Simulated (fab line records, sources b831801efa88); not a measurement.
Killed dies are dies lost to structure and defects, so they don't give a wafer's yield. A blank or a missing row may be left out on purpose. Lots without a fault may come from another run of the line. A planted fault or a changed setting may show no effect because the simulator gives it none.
fab line records | flow sky130
record lots=13 wafers=39 last_day=50
route steps=708 shown LOCAL_INTERCONNECT@387 CONTACT@409 METAL1@437 PAD_OPEN@708
lots that met no fault: from a run of the same line without faults
start_h: hours from the record's first day to the start of the lot's first wafer shown | wait_h: hours since the lot's step before | " the same as in the row above | L1.1+2: a row that stands for several wafers | - no value, or no start given | * or withheld: withheld | < > ~ a bound
route shown NAME@n: a module of which the file shows steps, and the number in the route of the first | usual: mean/standard deviation of fault-free wafers | same: alike in all rows | chamber/n: place in a boat | sites: the reading at each site | _std_site: their standard deviation | _edge_site: outer sites' mean less inner sites' | radius_mm: how far each site lies from the wafer's centre | mask NAME#n: copy n | behind: the tool/chamber that last shaped the wafer | hold: why the lot was held/for how many hours/how that ended | device: the transistor (n, p or np) that didn't switch | end of line: the same wafers' tests at the end of the route | a step without rows: its recipe alone | killed: dies lost to structure and defects at the first sort, not the wafer's yield | map: a wafer's dies, x killed, . not, _ none there
set.NAME: the setting as run; set.NAME@STEP: as run at that earlier step | model.NAME: the simulator's own value behind a step, which no gauge read
steps of the route over a sample of lots; a table a step, a row a wafer
services: from which hour (start_h, from the record's first day; less than 0 if before it) a tool's chamber was out of use, for how many hours, and why
## steps
# step SKY_LOCAL_INTERCONNECT_SPUTTER_00
# recipe material=TiN target_thk_nm=100 temp_c=300 power_w=6500 time_s=83.3 chamber_pressure_pa=0.4
# usual throttle_valve_pct=30.2/0.88
# columns lot.wafer tool chamber start_h wait_h throttle_valve_pct
L634.3 pvd_sputter-02 - 732.61 0.2 29.8
L634.4 " - " " 31.5
L634.5 " - " " 29.5
L636.2 pvd_sputter-02 - 738.76 0.1 31.0
L636.4 " - " " 30.0
L636.6 " - " " 31.1
L638.4 pvd_sputter-02 - 744.41 0.2 31.0
L638.5 " - " " 30.7
L638.6 " - " " 29.6
L639.1 pvd_sputter-02 - 755.51 0.2 29.5
L639.2 " - " " 30.6
L639.3 " - " " 30.0
L640.4 pvd_sputter-03 - 765.67 0.1 30.7
L640.5 " - " " 29.5
L640.6 " - " " 28.9
L643.2 pvd_sputter-03 - 778.76 0.1 28.9
L643.3 " - " " 28.8
L643.6 " - " " 29.2
L642.3 pvd_sputter-03 - 779.83 0.1 29.5
L642.5 " - " " 29.2
L642.6 " - " " 28.4
L644.1 pvd_sputter-01 - 790.41 0.2 32.2
L644.2 " - " " 29.6
L644.5 " - " " 30.6
L645.1 pvd_sputter-02 - 793.36 0.2 30.6
L645.5 " - " " 31.2
L645.6 " - " " 30.7
L648.1 pvd_sputter-02 - 820.33 0.1 30.1
L648.2 " - " " 31.1
L648.6 " - " " 30.8
L649.1 pvd_sputter-03 - 828.31 0.1 29.4
L649.2 " - " " 29.1
L649.4 " - " " 29.6
L651.3 pvd_sputter-02 - 840.76 0.2 29.8
L651.4 " - " " 30.6
L651.5 " - " " 30.5
L650.1 pvd_sputter-03 - 842.66 0.1 30.8
L650.3 " - " " 28.8
L650.6 " - " " 29.2
# step SKY_CONTACT_THK_MEAS_03
# recipe reads=SiO2_of_CONTACT_HDPCVD_02
# usual CONTACT_HDPCVD_THK=565/5.5
# columns lot.wafer tool chamber start_h wait_h CONTACT_HDPCVD_THK[nm]
L634.3 film_metro-04 - 761.11 0.1 561
L634.4 " - " " 561
L634.5 " - " " 556
L636.2 film_metro-02 - 766.66 0.0 557
L636.4 " - " " 557
L636.6 " - " " 560
L638.4 film_metro-02 - 772.36 0.0 562
L638.5 " - " " 565
L638.6 " - " " 569
L639.1 film_metro-02 - 782.61 0.0 573
L639.2 " - " " 571
L639.3 " - " " 563
L640.4 film_metro-04 - 793.50 0.0 559
L640.5 " - " " 571
L640.6 " - " " 562
L643.2 film_metro-02 - 807.29 0.0 570
L643.3 " - " " 572
L643.6 " - " " 562
L642.3 film_metro-04 - 807.72 0.1 568
L642.5 " - " " 561
L642.6 " - " " 556
L644.1 film_metro-01 - 818.89 0.0 569
L644.2 " - " " 564
L644.5 " - " " 564
L645.1 film_metro-01 - 821.69 0.0 555
L645.5 " - " " 556
L645.6 " - " " 561
L648.1 film_metro-01 - 847.79 0.0 554
L648.2 " - " " 557
L648.6 " - " " 569
L649.1 film_metro-01 - 856.05 0.0 563
L649.2 " - " " 566
L649.4 " - " " 553
L651.3 film_metro-01 - 866.99 0.1 567
L651.4 " - " " 568
L651.5 " - " " 562
L650.1 film_metro-04 - 868.77 0.0 572
L650.3 " - " " 572
L650.6 " - " " 571
# step SKY_CONTACT_CMP_27
# recipe stop_on=SiO2 t_overpolish_s=15 down_force_psi=3.5 platen_rpm=60 target_thk_nm=0 pad_velocity_m_s=0.94248
# usual edge_zone_pressure_frac=0.999/0.0052 motor_current_A=11.0/1.1 overpolish_run_s=15.000/0.0087 retaining_ring_pressure_frac=1.000/0.0049 time_to_endpoint_s=83/3.7
# columns lot.wafer tool chamber start_h wait_h edge_zone_pressure_frac motor_current_A overpolish_run_s retaining_ring_pressure_frac time_to_endpoint_s
L634.4 cmp-01 0 789.99 0.0 1.001 10.3 15.007 0.995 84
L634.3 " 3 " " 0.994 13.0 15.006 1.001 86
L634.5 " 0 " " 1.006 10.5 15.003 0.999 84
L636.2 cmp-02 3 795.43 0.0 1.003 9.6 14.987 1.006 86
L636.4 " 1 " " 1.000 12.1 14.980 1.002 84
L636.6 " 0 " " 1.008 10.3 14.987 0.995 85
L638.4 cmp-02 2 800.57 0.2 1.002 11.0 14.985 0.999 87
L638.5 " 3 " " 0.996 9.6 15.004 1.008 86
L638.6 " 0 " " 1.002 10.4 14.988 0.996 93
L639.2 cmp-01 2 810.80 0.0 1.012 11.3 15.004 1.004 85
L639.1 " 3 " " 1.006 13.1 15.001 1.007 87
L639.3 " 0 " " 1.009 10.2 14.996 1.000 86
L640.4 cmp-01 2 822.37 0.1 0.993 11.1 15.001 1.000 87
L640.5 " 0 " " 1.007 10.4 15.001 0.999 83
L640.6 " 1 " " 0.995 12.8 15.011 1.002 88
L643.3 cmp-01 2 835.76 0.1 0.990 10.8 0.034 1.010 128
L643.2 " 0 " " 1.006 10.4 0.049 0.999 129
L643.6 " 1 " " 0.999 12.7 0.038 1.009 128
L642.3 cmp-02 3 836.25 0.2 1.000 9.2 14.994 0.995 90
L642.6 " 0 " " 0.994 10.8 14.995 1.002 88
L642.5 " 1 " " 0.999 12.0 15.000 1.001 88
L644.2 cmp-01 3 847.48 0.1 0.999 12.5 0.032 1.002 126
L644.1 " 0 " " 1.008 10.5 0.042 1.002 128
L644.5 " 3 " " 1.001 12.7 0.034 1.001 126
L645.1 cmp-02 2 849.20 0.1 1.002 11.8 14.999 1.007 81
L645.5 " 1 " " 1.000 10.9 15.001 0.994 82
L645.6 " 2 " " 0.998 11.5 14.998 1.004 84
L648.2 cmp-02 3 874.84 0.1 1.002 9.0 15.023 0.997 81
L648.1 " 2 " " 1.005 11.9 14.989 1.006 77
L648.6 " 0 " " 1.003 10.7 15.024 1.002 80
L649.4 cmp-02 1 883.19 0.0 1.003 12.2 15.010 0.999 85
L649.2 " 3 " " 1.003 9.9 14.982 0.999 83
L649.1 " 0 " " 0.996 10.6 15.005 0.997 82
L651.3 cmp-02 2 894.87 0.1 1.003 12.0 14.990 0.998 79
L651.4 " 3 " " 0.988 10.2 14.994 0.998 84
L651.5 " 2 " " 0.999 11.5 15.003 1.002 81
L650.3 cmp-02 3 896.05 0.1 1.002 9.0 15.006 1.000 88
L650.1 " 0 " " 0.997 9.9 14.995 1.003 87
L650.6 " 3 " " 0.996 9.1 15.003 1.011 88
# step SKY_METAL1_SPUTTER_03
# recipe material=Ti target_thk_nm=5 power_w=3000 time_s=3.3 chamber_pressure_pa=0.4
# usual throttle_valve_pct=30.4/0.94
# columns lot.wafer tool chamber start_h wait_h throttle_valve_pct
L634.3 pvd_sputter-02 - 790.36 0.0 30.4
L634.4 " - " " 30.0
L634.5 " - " " 29.6
L636.2 pvd_sputter-04 - 795.80 0.0 30.6
L636.4 " - " " 28.9
L636.6 " - " " 30.5
L638.4 pvd_sputter-04 - 800.80 0.0 28.9
L638.5 " - " " 30.7
L638.6 " - " " 28.7
L639.1 pvd_sputter-01 - 811.17 0.0 29.8
L639.2 " - " " 32.2
L639.3 " - " " 31.5
L640.4 pvd_sputter-04 - 822.64 0.0 29.0
L640.5 " - " " 30.8
L640.6 " - " " 30.6
L642.3 pvd_sputter-02 - 836.48 0.0 30.0
L642.5 " - " " 30.9
L642.6 " - " " 30.0
L645.1 pvd_sputter-04 - 849.52 0.0 30.7
L645.5 " - " " 31.2
L645.6 " - " " 30.7
L648.1 pvd_sputter-01 - 875.22 0.0 30.7
L648.2 " - " " 29.6
L648.6 " - " " 29.5
L649.1 pvd_sputter-01 - 883.56 0.0 32.0
L649.2 " - " " 29.5
L649.4 " - " " 30.7
L651.3 pvd_sputter-01 - 895.19 0.0 31.0
L651.4 " - " " 32.4
L651.5 " - " " 31.4
L650.1 pvd_sputter-01 - 896.37 0.0 30.6
L650.3 " - " " 32.2
L650.6 " - " " 29.7
# step SKY_PAD_OPEN_PROBE_99
# usual killed_at_M0_to_M3=43/6.8 killed_at_M4_up=3.1/1.6 killed_at_contacts=24/5.4 killed_at_front_end=16/4.4 killed_at_other=0.2/0.48 killed_dies=87/8.8 killed_on_rim=17/3.4 killed_open=48/6.4 killed_short=39/6.2
# same gross_dies=492 killed_at_back_side=0
# columns lot.wafer tool chamber start_h wait_h killed_at_M0_to_M3 killed_at_M4_up killed_at_contacts killed_at_front_end killed_at_other killed_dies killed_on_rim killed_open killed_short
L640.4 prober-01 - 1141.73 0.2 44 1 25 13 0 83 18 50 33
L640.5 prober-01 - 1141.78 0.2 59 4 32 22 0 117 23 61 56
L640.6 prober-01 - 1141.83 0.2 51 3 24 28 0 106 21 61 45
L643.2 prober-02 - 1151.74 0.1 44 3 432 13 0 492 96 37 40
L643.3 prober-02 - 1151.79 0.2 45 5 433 9 0 492 96 48 32
L643.6 prober-02 - 1151.94 0.2 40 5 439 7 1 492 96 35 33
L644.1 prober-01 - 1157.82 0.1 42 3 431 16 0 492 96 55 36
L644.2 prober-01 - 1157.87 0.1 42 7 427 16 0 492 96 44 46
L644.5 prober-01 - 1158.02 0.2 53 2 425 12 0 492 96 52 43
# killed by level:class
L640.4 CONTACT:geometric_particle:open=10 VIA2:geometric_particle:open=9 VIA1:geometric_particle:open=9 METAL1:geometric_particle:short=6 VIA3:geometric_particle:open=6 LI_CONTACT:geometric_particle:open=5 LOCAL_INTERCONNECT:geometric_particle:short=5 FIELD_ISO:geometric_particle:short=4
L640.5 LI_CONTACT:geometric_particle:open=13 METAL1:geometric_particle:short=12 VIA1:geometric_particle:open=11 CONTACT:geometric_particle:open=9 VIA2:geometric_particle:open=9 VIA1:geometric_particle:short=8 POLY_GATE:geometric_particle:open=8 POLY_GATE:geometric_particle:short=7
L640.6 VIA1:geometric_particle:open=10 CONTACT:geometric_particle:open=7 VIA2:geometric_particle:open=7 VIA3:geometric_particle:open=7 FIELD_ISO:geometric_particle:open=6 POLY_GATE:geometric_particle:short=6 LOCAL_INTERCONNECT:geometric_particle:short=6 LI_CONTACT:geometric_particle:open=5
L643.2 CONTACT:area_cmp=415 VIA1:geometric_particle:open=13 METAL1:geometric_particle:short=8 CONTACT:geometric_particle:open=6 METAL2:geometric_particle:short=6 VIA3:geometric_particle:short=5 POLY_GATE:geometric_particle:open=4 LOCAL_INTERCONNECT:geometric_particle:short=4
L643.3 CONTACT:area_cmp=412 VIA1:geometric_particle:open=11 CONTACT:geometric_particle:open=7 METAL2:geometric_particle:short=7 VIA2:geometric_particle:open=7 LI_CONTACT:geometric_particle:open=5 METAL1:geometric_particle:short=5 VIA3:geometric_particle:open=4
L643.6 CONTACT:area_cmp=424 VIA1:geometric_particle:open=9 VIA3:geometric_particle:open=8 LI_CONTACT:geometric_particle:open=6 VIA1:geometric_particle:short=6 METAL2:geometric_particle:short=5 METAL4:geometric_particle:short=4 METAL3:geometric_particle:short=4
L644.1 CONTACT:area_cmp=401 VIA1:geometric_particle:open=13 CONTACT:geometric_particle:open=11 CONTACT:geometric_particle:short=8 FIELD_ISO:geometric_particle:open=7 VIA3:geometric_particle:open=7 LOCAL_INTERCONNECT:geometric_particle:short=5 LI_CONTACT:geometric_particle:open=4
L644.2 CONTACT:area_cmp=402 VIA3:geometric_particle:open=9 CONTACT:geometric_particle:open=8 FIELD_ISO:geometric_particle:short=7 VIA1:geometric_particle:open=7 LI_CONTACT:geometric_particle:open=5 METAL1:geometric_particle:short=5 VIA2:geometric_particle:open=5
L644.5 CONTACT:area_cmp=397 VIA1:geometric_particle:open=15 LI_CONTACT:geometric_particle:open=9 VIA2:geometric_particle:open=8 CONTACT:geometric_particle:open=6 CONTACT:geometric_particle:short=6 VIA3:geometric_particle:short=5 METAL2:geometric_particle:short=5
## services
# columns tool chamber start_h hours kind
cmp-01 - 720.61 3.9 repair
pvd_sputter-01 1 732.59 - consumable_replace:kit
pvd_sputter-01 1 732.59 18.0 scheduled_down
pvd_sputter-01 1 732.59 18.0 vent_cycle
pvd_sputter-04 - 743.89 18.3 repair
cmp-02 - 744.00 4.0 pm
cmp-02 - 748.00 - consumable_replace:conditioner
cmp-02 - 748.00 - consumable_replace:pad
pvd_sputter-03 - 753.47 11.7 repair
pvd_sputter-02 1 756.56 - consumable_replace:kit
pvd_sputter-02 1 756.56 18.0 scheduled_down
pvd_sputter-02 1 756.56 18.0 vent_cycle
cmp-02 - 769.91 0.8 repair
pvd_sputter-04 - 770.24 3.4 repair
cmp-02 - 780.19 1.7 repair
cmp-02 - 821.38 4.5 pm
pvd_sputter-03 3 832.59 - consumable_replace:kit
pvd_sputter-04 - 836.84 2.4 repair
cmp-01 - 849.54 1.2 repair
cmp-02 - 850.99 2.2 repair
cmp-01 - 879.00 9.9 pm
pvd_sputter-02 0 879.54 - consumable_replace:kit
pvd_sputter-02 0 879.54 18.0 scheduled_down
pvd_sputter-02 0 879.54 18.0 vent_cycle
## key
first_sign step=SKY_CONTACT_CMP_27 reading=overpolish_run_s direction=down sigmas=99+ usual=15.000 struck=0.038
effect step=SKY_CONTACT_CMP_27 reading=time_to_endpoint_s direction=up sigmas=12 usual=* struck=*
effect step=SKY_PAD_OPEN_PROBE_99 reading=killed_at_contacts direction=up sigmas=75 usual=24 struck=431
more_kills_born_at SKY_CONTACT_CMP_27@cmp-01=2451
met_at SKY_CONTACT_CMP_27
struck_lots L643,L644
later_rows_left_out L643.2,L643.3,L643.6,L644.1,L644.2,L644.5
tester_left_out L643,L644
not_acting_at SKY_LOCAL_INTERCONNECT_SPUTTER_00,SKY_CONTACT_THK_MEAS_03,SKY_METAL1_SPUTTER_03
onset_between 822.37 835.76
fault kind=process_parameter_drift tool=cmp-01 chamber=- onset_h=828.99 steps=SKY_CONTACT_CMP_27 channel=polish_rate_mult offset=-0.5 shape=step end_h=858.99
# tester_left_out: of these lots the tester's yield and bins aren't shown, on N5 and GAA mostly nor the transistor test; their killed dies are dies lost to structure and defects alone, not to doping, threshold or leakage, so they don't give the yield
# later_rows_left_out: the simulator's readings of these wafers behind a module that went badly wrong aren't trusted and aren't shown, but for the sort
